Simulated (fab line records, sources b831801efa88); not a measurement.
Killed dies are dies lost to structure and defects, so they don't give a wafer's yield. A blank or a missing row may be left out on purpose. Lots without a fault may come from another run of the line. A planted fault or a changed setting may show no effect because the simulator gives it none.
fab line records | flow sky130
record lots=5 wafers=15 last_day=50
route steps=708 shown GATE_OXIDE@192 POLY_GATE@204 RES_PROTECT@206 PAD_OPEN@708
lots that met no fault: from a run of the same line without faults
start_h: hours from the record's first day to the start of the lot's first wafer shown | wait_h: hours since the lot's step before | " the same as in the row above | L1.1+2: a row that stands for several wafers | - no value, or no start given | * or withheld: withheld | < > ~ a bound
route shown NAME@n: a module of which the file shows steps, and the number in the route of the first | usual: mean/standard deviation of fault-free wafers | same: alike in all rows | chamber/n: place in a boat | sites: the reading at each site | _std_site: their standard deviation | _edge_site: outer sites' mean less inner sites' | radius_mm: how far each site lies from the wafer's centre | mask NAME#n: copy n | behind: the tool/chamber that last shaped the wafer | hold: why the lot was held/for how many hours/how that ended | device: the transistor (n, p or np) that didn't switch | end of line: the same wafers' tests at the end of the route | a step without rows: its recipe alone | killed: dies lost to structure and defects at the first sort, not the wafer's yield | map: a wafer's dies, x killed, . not, _ none there
set.NAME: the setting as run; set.NAME@STEP: as run at that earlier step | model.NAME: the simulator's own value behind a step, which no gauge read
lots at some steps of the route; a table a step, a row a wafer
services: from which hour (start_h, from the record's first day; less than 0 if before it) a tool's chamber was out of use, for how many hours, and why
## steps
# step SKY_GATE_OXIDE_COAT_05
# recipe resist=NOVOLAK spin_rpm=3000 resist_thk_nm=1140
# step SKY_GATE_OXIDE_SOFTBAKE_06
# recipe temp_c=90 time_s=60 resist=NOVOLAK
# step SKY_GATE_OXIDE_EXPOSE_07
# recipe mask_id=LVOM na=0.6 source_shape=conventional sigma_outer=0.6 polarization=unpolarized target_cd_nm=600 dose_mj=170
# step SKY_GATE_OXIDE_PEB_08
# recipe temp_c=withheld time_s=* resist=NOVOLAK
# step SKY_GATE_OXIDE_DEVELOP_09
# recipe resist=NOVOLAK developer=TMAH develop_time_s=60 dev_temp_c=23
# step SKY_GATE_OXIDE_IMPLANT_11
# recipe species=B energy_kev=10 dose_cm2=2.6e+12 tilt_deg=withheld
# step SKY_GATE_OXIDE_WET_ETCH_12
# recipe chemistry=dHF target_depth_nm=16.8 dry=n2_spin target=SiO2 dilution=100:1 temp_c=25 time_s=336
# step SKY_GATE_OXIDE_STRIP_13
# recipe chemistry=O2/N2 power_w=1400 pressure_mtorr=1500 platen_temp_c=withheld o2_flow_sccm=3000 n2_flow_sccm=300 overash_fraction=0.5
# step SKY_GATE_OXIDE_CLEAN_15
# recipe chemistry=SC1/SC2 mix=1:4:20 temp_c=70 time_s=150 dry=n2_spin
# step SKY_GATE_OXIDE_OXIDATION_16
# recipe temp_c=800 ambient=O2 idle_temp_c=700 ramp_up_c_per_min=10 ramp_down_c_per_min=3 stabilise_s=600 purge_s=300 target_thk_a=35.7 ox_time_s=1915
# step SKY_POLY_GATE_CVD_00
# recipe material=poly-Si target_thk_nm=180 temp_c=620 time_s=720 pressure_mtorr=200
# columns lot.wafer tool chamber start_h wait_h model.poly-Si_of_POLY_GATE_CVD_00.thk_nm
L302.1 lpcvd-01 0 404.18 0.0 180.1
L302.5 " 0 " " 180.5
L302.6 " 0 " " 181.2
L304.2 lpcvd-01 1 420.99 0.0 165.9
L304.4 " 1 " " 166.1
L304.5 " 1 " " 167.5
L305.2 lpcvd-01 1 429.25 0.0 164.1
L305.3 " 1 " " 165.7
L305.6 " 1 " " 165.1
L306.1 lpcvd-01 1 433.35 0.0 165
L306.3 " 1 " " 166.8
L306.5 " 1 " " 164.9
L315.1+3 lpcvd-01 0 506.13 0.0 180.3
L315.5 " 0 " " 180
# step SKY_POLY_GATE_THK_MEAS_01
# recipe reads=poly-Si_of_POLY_GATE_CVD_00
# usual POLY_GATE_CVD_00_THK=179.4/1.4
# columns lot.wafer tool chamber start_h wait_h POLY_GATE_CVD_00_THK[nm]
L302.1 film_metro-01 - 405.38 0.0 180.2
L302.5 " - " " 180.4
L302.6 " - " " 181.2
L304.2 film_metro-03 - 422.20 0.0 165.9
L304.4 " - " " 166.0
L304.5 " - " " 167.6
L305.2 film_metro-01 - 430.46 0.0 164.1
L305.3 " - " " 165.7
L305.6 " - " " 165.0
L306.1 film_metro-04 - 434.55 0.0 165.0
L306.3 " - " " 166.8
L306.5 " - " " 164.9
L315.1 film_metro-03 - 507.33 0.0 180.1
L315.3 " - " " 180.3
L315.5 " - " " 180.0
# step SKY_RES_PROTECT_DEHYDRATE_00
# recipe temp_c=200 time_s=60
# step SKY_RES_PROTECT_HMDS_01
# recipe prime_time_s=60 prime_temp_c=120
# step SKY_RES_PROTECT_COAT_02
# recipe resist=NOVOLAK spin_rpm=3000 resist_thk_nm=1140
# step SKY_RES_PROTECT_SOFTBAKE_03
# recipe temp_c=90 time_s=60 resist=NOVOLAK
# step SKY_RES_PROTECT_EXPOSE_04
# recipe mask_id=RPM na=0.6 source_shape=conventional sigma_outer=0.6 polarization=unpolarized target_cd_nm=1270 dose_mj=131
# step SKY_RES_PROTECT_PEB_05
# recipe temp_c=withheld time_s=* resist=NOVOLAK
# step SKY_RES_PROTECT_DEVELOP_06
# recipe resist=NOVOLAK developer=TMAH develop_time_s=60 dev_temp_c=23
# step SKY_POLY_GATE_IMPLANT_02
# recipe species=P energy_kev=30 dose_cm2=7.7e+15 tilt_deg=0
# step SKY_RES_PROTECT_STRIP_07
# recipe chemistry=O2/N2 power_w=1400 pressure_mtorr=1500 platen_temp_c=withheld o2_flow_sccm=3000 n2_flow_sccm=300 overash_fraction=0.5
# step SKY_RES_PROTECT_CLEAN_09
# recipe chemistry=SC1/SC2 mix=1:4:20 temp_c=70 time_s=150 dry=n2_spin
# usual bath_guard_temp_C=69.9/0.6
# columns lot.wafer tool chamber start_h wait_h bath_guard_temp_C model.poly-Si_of_POLY_GATE_CVD_00.thk_nm
L302.1 wet_bench-01 2 434.86 0.1 70.8 179.4
L302.5 " 2 " " 70.7 179.8
L302.6 " 2 " " 70.7 180.6
L304.2 wet_bench-01 1 453.48 0.0 69.6 165.2
L304.4 " 1 " " 69.6 165.4
L304.5 " 1 " " 69.7 166.8
L305.2 wet_bench-01 2 461.52 0.0 70.4 163.5
L305.3 " 2 " " 71.1 165.1
L305.6 " 2 " " 70.6 164.5
L306.1 wet_bench-01 3 465.66 0.1 69.7 164.4
L306.3 " 3 " " 69.7 166.2
L306.5 " 3 " " 69.4 164.3
L315.1 wet_bench-03 0 537.66 0.1 69.2 179.7
L315.3 " 0 " " 68.7 179.7
L315.5 " 0 " " 69.4 179.4
# step SKY_POLY_GATE_CVD_03
# recipe material=Si3N4 precursor=DCS/NH3 target_thk_nm=75 temp_c=770 time_s=1290 pressure_mtorr=250
# step SKY_POLY_GATE_DEHYDRATE_05
# recipe temp_c=200 time_s=60
# step SKY_POLY_GATE_HMDS_06
# recipe prime_time_s=60 prime_temp_c=120
# step SKY_POLY_GATE_COAT_07
# recipe resist=BARC temp_c=withheld time_s=withheld spin_rpm=3000 resist_thk_nm=110
# step SKY_POLY_GATE_COAT_08
# recipe resist=KrF-thick spin_rpm=3000 resist_thk_nm=450
# step SKY_POLY_GATE_SOFTBAKE_09
# recipe temp_c=100 time_s=90 resist=KrF-thick
# step SKY_POLY_GATE_EXPOSE_10
# recipe mask_id=P1M na=0.68 source_shape=conventional sigma_outer=0.6 target_cd_nm=150 dose_mj=28
# step SKY_POLY_GATE_PEB_11
# recipe peb_temp_c=withheld peb_time_s=withheld resist=KrF-thick
# step SKY_POLY_GATE_DEVELOP_12
# recipe develop_time_s=60 resist=KrF-thick dev_temp_c=21
# step SKY_POLY_GATE_ETCH_15
# recipe chemistry=N2/H2 target=BARC ion_energy_ev=200 source_w=500 bias_w=100 pressure_mtorr=30 n2_flow_sccm=100 h2_flow_sccm=200 stop_on=SiO2 time_s=118.5 target_depth_a=1100
# step SKY_POLY_GATE_ETCH_16
# recipe stop_on=poly-Si chemistry=CH3F/O2 target=Si3N4 source_w=400 bias_w=80 pressure_mtorr=25 ch3f_flow_sccm=40 O2_flow_sccm=30 time_s=147.5 target_depth_a=750
# step SKY_POLY_GATE_ETCH_17
# recipe target_depth_nm=180 stop_on=SiO2 over_etch_frac=0.56667 chemistry=HBr/Cl2 target=poly-Si icp_w=400 bias_w=100 pressure_mtorr=10 HBr_flow_sccm=150 Cl2_flow_sccm=50 time_s=70.5
# usual chamber_pressure_mTorr=10.000/0.0091 drypump_motor_current_A=5.7/0.49 oes_product_au=0.984/0.0079 rf_fwd_power_W=396.3/1.4 throttle_valve_pct=33.684/0.0087
# columns lot.wafer tool chamber start_h wait_h chamber_pressure_mTorr drypump_motor_current_A oes_product_au rf_fwd_power_W rf_hours_counter_h throttle_valve_pct model.etch.depth_nm model.POLY_GATE.feature_depth_nm
L302.1 rie_si-02 0 468.24 0.0 9.995 5.4 0.990 397.2 30 33.686 179.4 179.4
L302.5 " 1 " " 9.993 6.0 0.993 397.3 - 33.686 179.7 179.7
L302.6 " 2 " " 10.012 5.6 0.992 397.3 - 33.684 179.5 179.5
L304.2 rie_si-02 3 485.11 0.0 10.008 6.1 0.940 400.3 57 33.679 165.2 165.2
L304.4 " 1 " " 10.005 6.0 0.940 395.3 7 33.682 165.4 165.4
L304.5 " 0 " " 10.010 5.4 0.946 396.3 - 33.666 166.8 166.8
L305.2 rie_si-01 3 494.06 0.0 9.989 4.7 0.926 397.1 1 33.675 163.5 163.5
L305.3 " 1 " " 9.993 5.7 0.936 392.9 6 33.681 165.1 165.1
L305.6 " 3 " " 10.002 4.7 0.934 395.0 - 33.683 164.5 164.5
L306.1 rie_si-02 1 498.61 0.0 10.005 6.0 0.934 397.3 7 33.685 164.4 164.4
L306.3 " 0 " " 10.007 5.4 0.938 397.4 30 33.679 166.2 166.2
L306.5 " 0 " " 9.991 5.4 0.928 397.9 - 33.677 164.3 164.3
L315.1 rie_si-01 1 570.41 0.0 9.989 5.7 0.976 394.1 7 33.681 176.3 176.3
L315.3 " 3 " " 9.984 4.7 0.980 395.6 1 33.686 179.2 179.2
L315.5 " 0 " " 9.996 6.0 0.969 394.4 - 33.678 173.9 173.9
# step SKY_POLY_GATE_STRIP_18
# recipe chemistry=O2/N2 power_w=1400 pressure_mtorr=1500 platen_temp_c=withheld o2_flow_sccm=3000 n2_flow_sccm=300 overash_fraction=0.5
# step SKY_PAD_OPEN_PROBE_99
# usual killed_at_M0_to_M3=41/6.2 killed_at_M4_up=3.0/1.7 killed_at_contacts=25/5.8 killed_at_front_end=16/4.5 killed_at_other=0.2/0.42 killed_dies=85/8.4 killed_on_rim=17/4.1 killed_open=46/5.9 killed_short=39/6.3
# same gross_dies=492 killed_at_back_side=0
# columns lot.wafer tool chamber start_h wait_h killed_at_M0_to_M3 killed_at_M4_up killed_at_contacts killed_at_front_end killed_at_other killed_dies killed_on_rim killed_open killed_short model.etest.res_high_po.line_ohm_um model.etest.res_poly.line_ohm_um model.etest.res_high_po.rs_ohm_sq model.etest.cap_li_to_poly.c_af_um2 model.etest.res_poly.rs_ohm_sq
L302.1 prober-02 - 1142.77 0.1 37 2 24 11 0 74 12 43 31 725 518.5 254 103.8 47.72
L302.5 prober-02 - 1142.97 0.2 54 3 16 11 1 85 16 50 35 709.2 498.3 249.7 100.3 47.21
L302.6 prober-02 - 1143.02 0.2 46 2 22 17 0 87 17 42 45 720.9 498.2 253.3 102 46.74
L304.2 prober-02 - 1152.16 0.1 34 3 34 21 1 93 17 47 43 782.3 555.6 277.3 97.78 51.21
L304.4 prober-02 - 1152.26 0.2 38 2 31 21 1 93 22 56 35 809.9 557.5 280.4 94.79 52.12
L304.5 prober-02 - 1152.31 0.2 39 3 24 13 1 80 10 42 38 789.1 556.4 274.7 96.38 50.74
L305.2 prober-01 - 1159.91 0.1 38 2 20 14 0 74 8 45 28 817.1 566.2 288.1 98.69 52.92
L305.3 prober-01 - 1159.96 0.2 32 5 32 18 1 88 15 52 35 782.9 536.6 278.2 95.4 51.7
L305.6 prober-01 - 1160.11 0.2 51 1 28 14 0 94 18 48 46 780.6 546.2 278.7 94.49 51.94
L306.1 prober-02 - 1161.81 0.1 42 7 18 19 0 86 15 40 46 748.6 513.3 273.1 95.79 50.88
L306.3 prober-02 - 1161.91 0.2 50 1 17 9 1 78 13 47 31 759.1 511.9 271 95.91 49.97
L306.5 prober-02 - 1162.01 0.2 36 2 30 14 0 82 19 43 39 783.3 508.5 275.7 94.61 51.67
L315.1 prober-01 - 1202.81 0.1 35 0 30 8 0 73 10 44 29 733.8 502.1 259.9 100.2 47.75
L315.3 prober-01 - 1202.91 0.2 44 1 34 18 0 97 17 48 48 758.5 533.8 267 97.69 48.9
L315.5 prober-01 - 1203.01 0.2 55 1 22 13 0 91 21 43 48 746.1 524.9 259.6 101.3 47.9
# killed by level:class
L302.1 VIA1:geometric_particle:open=9 VIA3:geometric_particle:open=8 LI_CONTACT:geometric_particle:open=7 CONTACT:geometric_particle:open=7 CONTACT:geometric_particle:short=6 METAL1:geometric_particle:short=3 VIA1:geometric_particle:short=3 VIA2:geometric_particle:open=3
L302.5 VIA3:geometric_particle:open=15 VIA1:geometric_particle:open=11 CONTACT:geometric_particle:open=8 VIA2:geometric_particle:open=8 METAL2:geometric_particle:short=5 METAL3:geometric_particle:short=4 POLY_GATE:geometric_particle:short=3 LOCAL_INTERCONNECT:geometric_particle:short=3
L302.6 CONTACT:geometric_particle:open=11 VIA1:geometric_particle:open=9 METAL1:geometric_particle:short=6 VIA2:geometric_particle:open=6 POLY_GATE:geometric_particle:short=5 CONTACT:geometric_particle:short=5 VIA2:geometric_particle:short=5 VIA3:geometric_particle:open=5
L304.2 LI_CONTACT:geometric_particle:open=11 CONTACT:geometric_particle:open=8 METAL2:geometric_particle:short=7 VIA1:geometric_particle:open=7 FIELD_ISO:geometric_particle:short=6 LI_CONTACT:geometric_particle:short=6 CONTACT:geometric_particle:short=5 VIA2:geometric_particle:open=5
L304.4 CONTACT:geometric_particle:open=15 VIA1:geometric_particle:open=12 VIA2:geometric_particle:open=9 LI_CONTACT:geometric_particle:open=8 FIELD_ISO:geometric_particle:short=5 FIELD_ISO:geometric_particle:open=4 METAL2:geometric_particle:short=4 POLY_GATE:geometric_particle:open=3
L304.5 CONTACT:geometric_particle:open=9 VIA3:geometric_particle:open=7 LI_CONTACT:geometric_particle:open=7 VIA1:geometric_particle:short=6 METAL2:geometric_particle:short=6 VIA1:geometric_particle:open=5 CONTACT:geometric_particle:short=4 VIA2:geometric_particle:open=4
L305.2 VIA1:geometric_particle:open=8 LI_CONTACT:geometric_particle:open=7 CONTACT:geometric_particle:open=7 VIA3:geometric_particle:open=6 VIA2:geometric_particle:open=5 FIELD_ISO:geometric_particle:open=4 FIELD_ISO:geometric_particle:short=4 METAL1:geometric_particle:short=4
L305.3 CONTACT:geometric_particle:open=12 LI_CONTACT:geometric_particle:open=9 VIA1:geometric_particle:open=7 VIA3:geometric_particle:open=6 CONTACT:geometric_particle:short=5 METAL1:geometric_particle:short=5 METAL4:geometric_particle:short=5 POLY_GATE:geometric_particle:short=4
L305.6 LI_CONTACT:geometric_particle:open=12 VIA1:geometric_particle:open=10 METAL2:geometric_particle:short=8 METAL3:geometric_particle:short=8 CONTACT:geometric_particle:open=7 METAL1:geometric_particle:short=6 LOCAL_INTERCONNECT:geometric_particle:short=5 VIA1:geometric_particle:short=5
L306.1 VIA1:geometric_particle:short=11 VIA1:geometric_particle:open=9 POLY_GATE:geometric_particle:short=8 CONTACT:geometric_particle:open=8 METAL2:geometric_particle:short=7 LI_CONTACT:geometric_particle:open=5 METAL4:geometric_particle:short=5 VIA3:geometric_particle:open=5
L306.3 VIA1:geometric_particle:open=16 VIA2:geometric_particle:open=7 METAL2:geometric_particle:short=6 LI_CONTACT:geometric_particle:open=6 VIA3:geometric_particle:open=6 CONTACT:geometric_particle:open=5 POLY_GATE:geometric_particle:short=4 METAL1:geometric_particle:short=4
L306.5 VIA1:geometric_particle:open=11 CONTACT:geometric_particle:open=10 LI_CONTACT:geometric_particle:open=6 LI_CONTACT:geometric_particle:short=5 VIA3:geometric_particle:open=5 LOCAL_INTERCONNECT:geometric_particle:short=4 CONTACT:geometric_particle:short=4 METAL2:geometric_particle:short=4
L315.1 LI_CONTACT:geometric_particle:open=10 VIA1:geometric_particle:open=8 CONTACT:geometric_particle:open=7 VIA3:geometric_particle:open=7 CONTACT:geometric_particle:short=6 VIA2:geometric_particle:open=6 FIELD_ISO:geometric_particle:short=5 METAL1:geometric_particle:short=5
L315.3 CONTACT:geometric_particle:open=13 VIA1:geometric_particle:open=10 LOCAL_INTERCONNECT:geometric_particle:short=10 METAL1:geometric_particle:short=8 LI_CONTACT:geometric_particle:open=7 METAL2:geometric_particle:short=7 FIELD_ISO:geometric_particle:open=6 VIA1:geometric_particle:short=4
L315.5 VIA1:geometric_particle:open=14 LI_CONTACT:geometric_particle:short=7 VIA3:geometric_particle:open=7 METAL1:geometric_particle:short=7 METAL2:geometric_particle:short=7 VIA2:geometric_particle:open=7 POLY_GATE:geometric_particle:short=6 LOCAL_INTERCONNECT:geometric_particle:short=6
## services
# columns tool chamber start_h hours kind
rie_si-01 3 391.84 3.4 repair
rie_si-02 - 393.68 4.8 repair
lpcvd-01 - 403.55 0.5 repair
wet_bench-03 - 415.58 67.6 pm
lpcvd-01 - 422.45 0.9 repair
lpcvd-01 - 443.87 1.0 repair
rie_si-02 1 462.07 3.4 repair
rie_si-01 3 489.45 4.4 repair
rie_si-02 3 492.81 - clean
rie_si-02 3 492.81 26.8 scheduled_down
rie_si-02 3 492.81 26.8 vent_cycle
## key
first_sign step=SKY_POLY_GATE_THK_MEAS_01 reading=POLY_GATE_CVD_00_THK direction=down sigmas=9.9 usual=179.4 struck=165.7
effect step=SKY_POLY_GATE_ETCH_17 reading=oes_product_au direction=down sigmas=6.1 usual=0.984 struck=0.936
model_effect step=SKY_POLY_GATE_CVD_00 value=poly-Si_of_POLY_GATE_CVD_00.thk_nm without=179.5 struck=165.7
model_effect step=SKY_RES_PROTECT_CLEAN_09 value=poly-Si_of_POLY_GATE_CVD_00.thk_nm without=178.9 struck=165
model_effect step=SKY_POLY_GATE_ETCH_17 value=etch.depth_nm without=178.9 struck=165
model_effect step=SKY_PAD_OPEN_PROBE_99 value=etest.res_high_po.line_ohm_um without=747.1 struck=783.7
met_at SKY_POLY_GATE_CVD_00
struck_wafers L304.2,L304.4,L304.5,L305.2,L305.3,L305.6,L306.1,L306.3,L306.5
tester_left_out L304,L305,L306
onset_between 404.18 420.99
fault kind=process_parameter_drift tool=lpcvd-01 chamber=- onset_h=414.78 steps=SKY_POLY_GATE_CVD_00 channel=target_thk_nm offset=-13.861 shape=step end_h=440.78 stated=180
# tester_left_out: of these lots the tester's yield and bins aren't shown, on N5 and GAA mostly nor the transistor test; their killed dies are dies lost to structure and defects alone, not to doping, threshold or leakage, so they don't give the yield
